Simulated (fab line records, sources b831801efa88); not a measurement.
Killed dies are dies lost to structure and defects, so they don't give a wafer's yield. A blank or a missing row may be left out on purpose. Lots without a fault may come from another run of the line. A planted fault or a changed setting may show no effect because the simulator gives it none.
Tool commonality check | flow gf180mcu | 14 lots, 42 wafers sampled

WHY IT WAS OPENED
At GF_NSD_CD_MEAS_07 the reading cd_nm is flagged on 4 of 14 lots. Wafers without a fault read 399.5 nm, standard deviation 2.1.
Rule: a lot is flagged when every wafer of it that has a number lies more than 4 standard deviations from that mean, or none has a number. The other lots count as sound.

lot  | measured     | on        | cd_nm (nm), wafer by wafer | flag
L699 | day 13 10:38 | cd_sem-02 | 401.1 400.8 400.4          |
L700 | day 13 16:50 | cd_sem-01 | 401.5 402.3 401.7          |
L701 | day 14 02:48 | cd_sem-01 | 397.3 397.1 398.4          |
L703 | day 14 19:29 | cd_sem-02 | 401.5 400.4 397.7          |
L705 | day 15 09:00 | cd_sem-01 | 399.4 399.7 400.6          |
L706 | day 15 22:05 | cd_sem-02 | 397.8 398.8 395.2          |
L707 | day 16 08:42 | cd_sem-02 | 400.6 401.9 403.0          |
L711 | day 17 16:20 | cd_sem-01 | 373.3 373.4 373.7          | FLAGGED
L712 | day 18 01:10 | cd_sem-01 | 370.1 370.9 369.8          | FLAGGED
L713 | day 18 04:00 | cd_sem-02 | 376.2 377.8 377.0          | FLAGGED
L714 | day 18 19:09 | cd_sem-01 | 386.6 387.0 385.5          | FLAGGED
L717 | day 19 17:10 | cd_sem-01 | 402.7 402.8 401.8          |
L719 | day 20 09:52 | cd_sem-02 | 398.6 396.9 394.3          |
L722 | day 21 11:15 | cd_sem-02 | 397.1 398.4 397.0          |
The numbers of the flagged lots are 376.8 nm on average: -22.7 nm against the usual, or -11 standard deviations.

WHICH TOOL RAN EACH LOT
The record holds 1 process step before the reading, out of a route of 602 steps. In each cell: the tool, then ch and the chambers that the sampled wafers went through, then the start.
lot  | flag    | GF_NSD_EXPOSE_04
L699 |         | iline_stepper-02 ch 0, day 13 00:29
L700 |         | iline_stepper-02 ch 0, day 13 06:56
L701 |         | iline_stepper-01 ch 0, day 13 16:08
L703 |         | iline_stepper-01 ch 0, day 14 09:13
L705 |         | iline_stepper-01 ch 0, day 14 22:29
L706 |         | iline_stepper-01 ch 0, day 15 10:33
L707 |         | iline_stepper-02 ch 0, day 15 22:02
L711 | FLAGGED | iline_stepper-02 ch 0, day 17 04:41
L712 | FLAGGED | iline_stepper-02 ch 0, day 17 13:37
L713 | FLAGGED | iline_stepper-02 ch 0, day 17 16:25
L714 | FLAGGED | iline_stepper-02 ch 0, day 18 06:58
L717 |         | iline_stepper-01 ch 0, day 19 05:02
L719 |         | iline_stepper-01 ch 0, day 19 21:59
L722 |         | iline_stepper-01 ch 0, day 20 23:49
What these steps do:
- GF_NSD_EXPOSE_04: exposes mask Nplus, target cd 400 nm.
- GF_NSD_CD_MEAS_07: target cd 400 nm.

FLAGGED OVER TOTAL, TOOL BY TOOL (the gauges that took the reading come last)
step              | tool             | lots run | flagged | share of the flagged lots | sound lots run after its first flagged lot
GF_NSD_EXPOSE_04  | iline_stepper-01 | 7        | 0       | none                      | -
GF_NSD_EXPOSE_04  | iline_stepper-02 | 7        | 4       | all                       | 0
GF_NSD_CD_MEAS_07 | cd_sem-01        | 7        | 3       | some                      | 1 (L717)
GF_NSD_CD_MEAS_07 | cd_sem-02        | 7        | 1       | some                      | 2 (L719,L722)

WHAT THE TABLE ALLOWS
1 row of the table ran every flagged lot: iline_stepper-02 at GF_NSD_EXPOSE_04.
- iline_stepper-02 at GF_NSD_EXPOSE_04: 4 of its 7 lots flagged. Its last sound lot is L707 (day 15 22:02), its first flagged lot L711 (day 17 04:41): a fault that began between those two fits. Its own readings lie more than 4 standard deviations out on every wafer of the flagged lots: exposure_dose_mJ_cm2.
One tool is left: iline_stepper-02 at GF_NSD_EXPOSE_04.

WHAT THE SIMULATOR HAD PUT IN
Process parameter drift: iline_stepper-02, from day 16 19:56 on, at GF_NSD_EXPOSE_04. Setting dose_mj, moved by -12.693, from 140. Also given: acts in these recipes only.
Lots struck among those shown: L711, L712, L713, L714. The rule above found the same.
